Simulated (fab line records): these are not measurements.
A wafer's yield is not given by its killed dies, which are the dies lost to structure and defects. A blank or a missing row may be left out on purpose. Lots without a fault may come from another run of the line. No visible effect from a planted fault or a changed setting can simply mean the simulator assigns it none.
A lot that was struck, set against a sound lot | flow sky130 | 16 steps out of a route of 708
Sound: these wafers, L730.3, L730.4, L730.5. Wafers struck: L734.2, L734.3, L734.5. The cause comes at the end.
Each step with rows lists, per side, the tool, then ch with its chambers, then its first start. Under that, the readings that differ: sound wafers | struck wafers | difference of the means | sigmas: that difference in standard deviations of wafers without a fault.
alike: words and numbers the same on both sides, and readings whose means are apart by under 2 such deviations; not compared: readings that were withheld, readings missing a value for some wafer, numbers with overlapping values and no deviation given by the record, and bounds like >300 which may hide the same value.
The two part at a step that has a row with sigmas, a row that says differs or no value, or rows on one side only. Numbers that have no deviation but don't overlap get no sigmas and don't part them. A reading that every wafer of one side lacks parts them only if that side has two wafers or more.

SKY_VIA3_CMP_02: polishes SiO2.
  sound on cmp-01 ch 0,1,2, day 38 21:28; struck on cmp-02 ch 1,2,3, day 40 08:48
  alike: motorCurrentA, slurryFlowMlMin
SKY_VIA3_BOW_MEAS_03:
  sound on filmMetro-01 at day 38 21:42; struck on filmMetro-04 at day 40 09:07
  alike: VIA3_BOW
then, 8 steps without rows for these wafers: SKY_VIA3_DEHYDRATE_04 (time 60 s); SKY_VIA3_HMDS_05 (prime time 60 s); SKY_VIA3_COAT_06 (resist thk 60 nm); SKY_VIA3_COAT_07 (resist thk 450 nm); SKY_VIA3_SOFTBAKE_08 (time 90 s); SKY_VIA3_EXPOSE_09 (exposes mask VIM3, target cd 200 nm); SKY_VIA3_PEB_10; SKY_VIA3_DEVELOP_11 (develop time 60 s).
SKY_VIA3_CD_MEAS_12: the cd target is 200 nm.
  sound on cdSem-02 at day 39 22:10; struck on cdSem-02 at day 41 09:21
  alike: cdNm
SKY_VIA3_OVL_MEAS_13:
  sound on overlay-01 at day 39 22:16; struck on overlay-01 at day 41 09:28
  alike: VIA3_OVL
SKY_VIA3_ETCH_14: etches BARC in N2/H2, stops on SiO2, time 45.9 s, target depth 60 nm.
  sound on rieDiel-03 ch 0,1, day 39 22:17; struck on rieDiel-03 ch 0,2, day 41 09:29
reading                                    | sound             | struck            | difference | sigmas
oesProductAu (a.u.)                        | 0.857 0.859 0.852 | 0.979 0.991 0.982 | +0.128     | +26
runLengthS (s)                             | 74.9 74.1 74.5    | 61.8 61.5 61.6    | -12.9      | -25
model.KrF-thick_of_VIA3_COAT_07.thkNm (nm) | 393.3 392.2 392.5 | 403.1 404.6 404.5 | +11.4      | 
model.etch.depthNm (nm)                    | 59.97 60.19 60.11 | 55.55 56.25 54.91 | -4.52      | 
model.VIA3.cdNm (nm)                       | 201.1 201.7 201.2 | 200 198.3 199.8   | -2         | 
  alike: drypumpMotorCurrentA, throttleValvePct
  not compared: rfHoursCounterH
SKY_VIA3_ETCH_15: etches SiO2 in C4F8/O2/Ar, stops on TiN, target depth 507 nm, time 78 s.
  sound on rieDiel-03 ch 0,1, day 39 22:20; struck on rieDiel-03 ch 0,2, day 41 09:32
reading                                    | sound             | struck            | difference | sigmas
oesProductAu (a.u.)                        | 0.945 0.952 0.940 | 0.891 0.915 0.863 | -0.056     | -13
model.KrF-thick_of_VIA3_COAT_07.thkNm (nm) | 293.7 288.7 293.3 | 305.1 303.7 305.8 | +13.0      | 
  alike: runLengthS
  not compared: rfHoursCounterH
SKY_VIA3_STRIP_16: strips in O2/N2.
  sound on plasmaAsher-02 ch 0,1, day 39 22:25; struck on plasmaAsher-02 ch 0,1, day 41 09:35
reading                  | sound          | struck         | difference | sigmas
stripTimeToEndpointS (s) | 4.15 4.12 4.14 | 4.27 4.26 4.27 | +0.13      | +4
  alike: drypumpMotorCurrentA, oesProductAu
  not compared: rfHoursCounterH
then, 1 step without rows for these wafers: SKY_VIA3_STRIP_17 (strips in post etch residue remover, time 1200 s).

== WHERE THEY PART ==
Earliest at SKY_VIA3_ETCH_14; latest, in this record, at SKY_VIA3_STRIP_16.

WHY: whatever the simulator had introduced
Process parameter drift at SKY_VIA3_ETCH_14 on rieDiel-03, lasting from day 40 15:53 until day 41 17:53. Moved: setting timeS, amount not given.
